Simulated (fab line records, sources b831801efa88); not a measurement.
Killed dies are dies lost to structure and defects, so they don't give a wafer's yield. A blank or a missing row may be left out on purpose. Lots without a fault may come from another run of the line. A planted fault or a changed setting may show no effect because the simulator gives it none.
Which tool did it? | flow gf180mcu | 12 lots, 36 wafers sampled, at 5 steps of a route of 602

WHAT THE GAUGES READ, wafer by wafer
GF_TOP_METAL_CD_MEAS_14: target cd 440 nm.
lot  | measured     | on        | cd_nm (nm)
L555 | day 28 05:13 | cd_sem-01 | 440.6 438.7 437.1
L556 | day 28 07:16 | cd_sem-01 | 436.3 435.4 433.6
L557 | day 28 14:46 | cd_sem-02 | 435.2 436.1 436.3
L560 | day 29 12:13 | cd_sem-02 | 440.9 442.0 439.4
L563 | day 30 11:20 | cd_sem-01 | 438.8 439.4 440.6
L564 | day 31 03:25 | cd_sem-01 | 441.5 441.7 439.7
L570 | day 32 13:54 | cd_sem-02 | 425.5 426.0 422.6
L571 | day 32 22:11 | cd_sem-01 | 423.2 422.0 421.0
L572 | day 32 22:34 | cd_sem-02 | 445.0 443.7 444.1
L573 | day 33 02:53 | cd_sem-01 | 422.3 423.2 421.3
L575 | day 33 12:37 | cd_sem-01 | 442.2 445.3 444.2
L578 | day 34 07:59 | cd_sem-01 | 438.4 440.2 440.8

GF_PASSIVATION_THK_MEAS_01.
lot  | measured     | on            | PASSIVATION_CVD_00_THK (nm)
L555 | day 28 06:12 | film_metro-03 | 1007 1004 1021
L556 | day 28 08:13 | film_metro-01 | 994 994 1023
L557 | day 28 15:55 | film_metro-01 | 999 988 995
L560 | day 29 13:12 | film_metro-03 | 994 999 1000
L563 | day 30 12:42 | film_metro-03 | 999 1002 1009
L564 | day 31 04:32 | film_metro-03 | 1004 992 1009
L570 | day 32 14:50 | film_metro-01 | 1016 1018 1000
L571 | day 32 23:07 | film_metro-01 | 995 997 1012
L572 | day 32 23:29 | film_metro-01 | 1003 1016 1004
L573 | day 33 03:50 | film_metro-01 | 999 1002 1021
L575 | day 33 13:35 | film_metro-03 | 983 986 1003
L578 | day 34 09:16 | film_metro-01 | 1016 1018 1045

WHICH TOOL RAN EACH LOT (tool, then ch and the chambers of the sampled wafers, then the start)
lot  | GF_V5_SPUTTER_21             | GF_TOP_METAL_SPUTTER_04      | GF_TOP_METAL_EXPOSE_11
L555 | pvd_sputter-01, day 27 08:40 | pvd_sputter-01, day 27 09:32 | iline_stepper-02 ch 0, day 27 19:41
L556 | pvd_sputter-02, day 27 10:55 | pvd_sputter-01, day 27 11:48 | iline_stepper-02 ch 0, day 27 21:58
L557 | pvd_sputter-01, day 27 19:14 | pvd_sputter-04, day 27 20:07 | iline_stepper-02 ch 0, day 28 05:49
L560 | pvd_sputter-04, day 28 15:58 | pvd_sputter-01, day 28 16:55 | iline_stepper-01 ch 0, day 29 02:50
L563 | pvd_sputter-04, day 29 16:29 | pvd_sputter-03, day 29 17:22 | iline_stepper-01 ch 0, day 30 02:38
L564 | pvd_sputter-04, day 30 09:28 | pvd_sputter-01, day 30 10:20 | iline_stepper-02 ch 0, day 30 18:50
L570 | pvd_sputter-01, day 31 19:39 | pvd_sputter-04, day 31 20:32 | iline_stepper-02 ch 0, day 32 05:38
L571 | pvd_sputter-02, day 32 04:46 | pvd_sputter-01, day 32 05:39 | iline_stepper-02 ch 0, day 32 14:20
L572 | pvd_sputter-04, day 32 06:19 | pvd_sputter-03, day 32 07:10 | iline_stepper-01 ch 0, day 32 14:57
L573 | pvd_sputter-02, day 32 09:53 | pvd_sputter-04, day 32 10:46 | iline_stepper-02 ch 0, day 32 18:59
L575 | pvd_sputter-04, day 32 19:55 | pvd_sputter-01, day 32 20:57 | iline_stepper-01 ch 0, day 33 05:04
L578 | pvd_sputter-04, day 33 16:11 | pvd_sputter-01, day 33 17:04 | iline_stepper-01 ch 0, day 34 00:46
- GF_V5_SPUTTER_21: material Ti, target thk 15 nm, time 80.02 s.
- GF_TOP_METAL_SPUTTER_04: material TiN, target thk 25 nm, time 20.8 s.
- GF_TOP_METAL_EXPOSE_11: exposes mask MetalTop, target cd 440 nm.

WHAT THE TOOLS THEMSELVES READ (means of the sampled wafers that have a number; where no wafer has one, the mark that the record gives instead)
GF_V5_SPUTTER_21.
lot  | tool           | chamber_pressure_pa (Pa) | throttle_valve_pct (%)
L555 | pvd_sputter-01 | 5.008                    | 29.4
L556 | pvd_sputter-02 | 4.993                    | 31.8
L557 | pvd_sputter-01 | 4.992                    | 29.8
L560 | pvd_sputter-04 | 5.006                    | 30.2
L563 | pvd_sputter-04 | 4.993                    | 30.2
L564 | pvd_sputter-04 | 5.003                    | 30.1
L570 | pvd_sputter-01 | 4.996                    | 29.4
L571 | pvd_sputter-02 | 5.009                    | 30.6
L572 | pvd_sputter-04 | 5.003                    | 30.1
L573 | pvd_sputter-02 | 5.000                    | 31.1
L575 | pvd_sputter-04 | 5.002                    | 30.1
L578 | pvd_sputter-04 | 5.000                    | 30.0

GF_TOP_METAL_SPUTTER_04.
lot  | tool           | chamber_pressure_pa (Pa) | throttle_valve_pct (%)
L555 | pvd_sputter-01 | 0.3996                   | 29.5
L556 | pvd_sputter-01 | 0.3999                   | 29.7
L557 | pvd_sputter-04 | 0.4008                   | 30.2
L560 | pvd_sputter-01 | 0.3996                   | 29.6
L563 | pvd_sputter-03 | 0.3997                   | 29.5
L564 | pvd_sputter-01 | 0.3995                   | 29.2
L570 | pvd_sputter-04 | 0.4007                   | 30.3
L571 | pvd_sputter-01 | 0.4006                   | 29.4
L572 | pvd_sputter-03 | 0.3992                   | 29.2
L573 | pvd_sputter-04 | 0.3997                   | 30.3
L575 | pvd_sputter-01 | 0.3994                   | 29.4
L578 | pvd_sputter-01 | 0.3996                   | 29.5

GF_TOP_METAL_EXPOSE_11.
lot  | tool             | exposure_dose_mJ_cm2
L555 | iline_stepper-02 | 169.86
L556 | iline_stepper-02 | 170.00
L557 | iline_stepper-02 | 170.03
L560 | iline_stepper-01 | 169.77
L563 | iline_stepper-01 | 169.88
L564 | iline_stepper-02 | 170.25
L570 | iline_stepper-02 | 181.22
L571 | iline_stepper-02 | 178.84
L572 | iline_stepper-01 | 169.78
L573 | iline_stepper-02 | 179.00
L575 | iline_stepper-01 | 169.90
L578 | iline_stepper-01 | 169.73

THE ANSWER, worked out from the rows above alone
Rule: what is usual is taken from the lots themselves. Put in order of their means at a reading, lots are off if they are a third of the lots or fewer, leave a main group of 4 or more, and stand apart from it by a gap of 3 or more times the standard deviation of the main group's means; of several such gaps the widest counts. A main group whose means are all the same, to the digits that the tables above print for the reading, isn't used. A lot without any number at a reading at which 4 lots or more have one is off too. The other lots that the step has rows for count as sound. The gauges are gone through in route order, then the tools' own readings, and for those a lot's mean is taken as printed above. The first step at which some lot is off is used, and at that step the reading that is off furthest; a lot without a number counts as furthest.
Off: L570, L571, L573, at GF_TOP_METAL_CD_MEAS_14 (cd_nm). The main group: mean 439.9 nm, standard deviation 2.9.
A tool fits if, at a process step before that reading, it ran every lot that is off, and no sound lot after the first of them. The gauges at GF_TOP_METAL_CD_MEAS_14 aren't tried: what is off there is off at GF_TOP_METAL_EXPOSE_11 too, on other tools, and a gauge's error can't cause that. One fits: iline_stepper-02 at GF_TOP_METAL_EXPOSE_11. Its last sound lot is L564 (day 30 18:50), its first lot that is off L570 (day 32 05:38): a fault that began between those two fits.
The tool's own readings at GF_TOP_METAL_EXPOSE_11 bear it out: on the lots that are off they differ by more than 5 times the standard deviation of the sound lots' means. exposure_dose_mJ_cm2 reads 179.69 there against 169.91 on the sound lots.

WHAT THE SIMULATOR HAD PUT IN
Process parameter drift: iline_stepper-02, from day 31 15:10 on, at GF_TOP_METAL_EXPOSE_11. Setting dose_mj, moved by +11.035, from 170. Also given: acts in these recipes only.
Lots struck among those shown: L570, L571, L573. The rule above found the same.
